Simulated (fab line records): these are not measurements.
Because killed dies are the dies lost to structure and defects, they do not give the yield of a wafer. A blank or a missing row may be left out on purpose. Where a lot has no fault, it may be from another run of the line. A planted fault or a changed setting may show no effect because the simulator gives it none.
Matching of chambers || flow gf180mcu || pecvd-03 running GF_V5_CVD_02: 3 sister chambers
The step deposits SiO2 from TEOS, target thk 1450 nm, time 163.28 s. 16 wafers are shown with their chamber, then 8 later ones without.

WAFERS, EACH WITH ITS CHAMBER
{"wafer": "L463.2", "chamber": 0, "heater-power-w (W)": 664, "heater-power-outer-w (W)": 378, "rf-fwd-power-W (W)": 598.6}
{"wafer": "L463.3", "chamber": 2, "heater-power-w (W)": 980, "heater-power-outer-w (W)": 600, "rf-fwd-power-W (W)": 596.9}
{"wafer": "L463.5", "chamber": 0, "heater-power-w (W)": 533, "heater-power-outer-w (W)": 286, "rf-fwd-power-W (W)": 597.4}
{"wafer": "L464.1", "chamber": 0, "heater-power-w (W)": 618, "heater-power-outer-w (W)": 343, "rf-fwd-power-W (W)": 599.9}
{"wafer": "L464.5", "chamber": 2, "heater-power-w (W)": 944, "heater-power-outer-w (W)": 600, "rf-fwd-power-W (W)": 595.7}
{"wafer": "L464.6", "chamber": 0, "heater-power-w (W)": 683, "heater-power-outer-w (W)": 388, "rf-fwd-power-W (W)": 597.8}
{"wafer": "L465.1", "chamber": 0, "heater-power-w (W)": 692, "heater-power-outer-w (W)": 378, "rf-fwd-power-W (W)": 598.0}
{"wafer": "L465.2", "chamber": 2, "heater-power-w (W)": 909, "heater-power-outer-w (W)": 540, "rf-fwd-power-W (W)": 599.4}
{"wafer": "L465.4", "chamber": 1, "heater-power-w (W)": 650, "heater-power-outer-w (W)": 363, "rf-fwd-power-W (W)": 599.7}
{"wafer": "L466.1", "chamber": 0, "heater-power-w (W)": 622, "heater-power-outer-w (W)": 352, "rf-fwd-power-W (W)": 599.5}
{"wafer": "L466.2", "chamber": 1, "heater-power-w (W)": 612, "heater-power-outer-w (W)": 325, "rf-fwd-power-W (W)": 598.1}
{"wafer": "L466.5", "chamber": 1, "heater-power-w (W)": 640, "heater-power-outer-w (W)": 374, "rf-fwd-power-W (W)": 601.0}
{"wafer": "L474.3", "chamber": 2, "heater-power-w (W)": 919, "heater-power-outer-w (W)": 572, "rf-fwd-power-W (W)": 598.5}
{"wafer": "L474.4", "chamber": 0, "heater-power-w (W)": 681, "heater-power-outer-w (W)": 378, "rf-fwd-power-W (W)": 596.9}
{"wafer": "L474.6", "chamber": 2, "heater-power-w (W)": 778, "heater-power-outer-w (W)": 452, "rf-fwd-power-W (W)": 599.9}
{"wafer": "L475.2", "chamber": 1, "heater-power-w (W)": 607, "heater-power-outer-w (W)": 330, "rf-fwd-power-W (W)": 595.8}

SIGNATURES (averages over the wafers above)
{"reading": "heater-power-w", "chamber 0": 641.86, "chamber 1": 627.25, "chamber 2": 906.00, "scatter within a chamber": 58.1}
{"reading": "heater-power-outer-w", "chamber 0": 357.57, "chamber 1": 348.00, "chamber 2": 552.80, "scatter within a chamber": 43.4}
{"reading": "rf-fwd-power-W", "chamber 0": 598.300, "chamber 1": 598.650, "chamber 2": 598.080, "scatter within a chamber": 1.63}
Rule: a wafer lies at a distance from a chamber equal to the root of the sum of squares, over the readings, of (its reading less the chamber's mean, divided by the reading's scatter). If the next closest chamber is less than 2 further off than the closest, the wafer can't be placed; otherwise it belongs to the closest. The scatter: the root of (the sum of the squares of (reading less its chamber's mean) over the shown wafers, divided by (wafers less chambers)).

WAFERS WITH NO CHAMBER GIVEN
{"wafer": "L475.4", "heater-power-w (W)": 551, "heater-power-outer-w (W)": 278, "rf-fwd-power-W (W)": 599.6}
{"wafer": "L475.6", "heater-power-w (W)": 793, "heater-power-outer-w (W)": 464, "rf-fwd-power-W (W)": 599.8}
{"wafer": "L479.1", "heater-power-w (W)": 629, "heater-power-outer-w (W)": 347, "rf-fwd-power-W (W)": 599.1}
{"wafer": "L479.3", "heater-power-w (W)": 631, "heater-power-outer-w (W)": 342, "rf-fwd-power-W (W)": 599.1}
{"wafer": "L479.6", "heater-power-w (W)": 673, "heater-power-outer-w (W)": 378, "rf-fwd-power-W (W)": 594.9}
{"wafer": "L478.1", "heater-power-w (W)": 681, "heater-power-outer-w (W)": 382, "rf-fwd-power-W (W)": 598.1}
{"wafer": "L478.4", "heater-power-w (W)": 534, "heater-power-outer-w (W)": 282, "rf-fwd-power-W (W)": 599.7}
{"wafer": "L478.6", "heater-power-w (W)": 527, "heater-power-outer-w (W)": 275, "rf-fwd-power-W (W)": 598.2}

WHICH CHAMBER EACH WENT THROUGH
{"wafer": "L475.4", "from the rows above": "can't be placed: 1 or 0", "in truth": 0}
{"wafer": "L475.6", "from the rows above": "can't be placed: 2 or 0 or 1", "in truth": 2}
{"wafer": "L479.1", "from the rows above": "can't be placed: 1 or 0", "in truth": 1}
{"wafer": "L479.3", "from the rows above": "can't be placed: 1 or 0", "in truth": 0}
{"wafer": "L479.6", "from the rows above": "can't be placed: 0 or 1", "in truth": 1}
{"wafer": "L478.1", "from the rows above": "can't be placed: 0 or 1", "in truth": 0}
{"wafer": "L478.4", "from the rows above": "can't be placed: 1 or 0", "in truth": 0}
{"wafer": "L478.6", "from the rows above": "can't be placed: 1 or 0", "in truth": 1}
Correct placement for 0 of the 8. These rows do not allow placing 8 (true chamber among the candidates in 8). Number placed wrongly: 0.
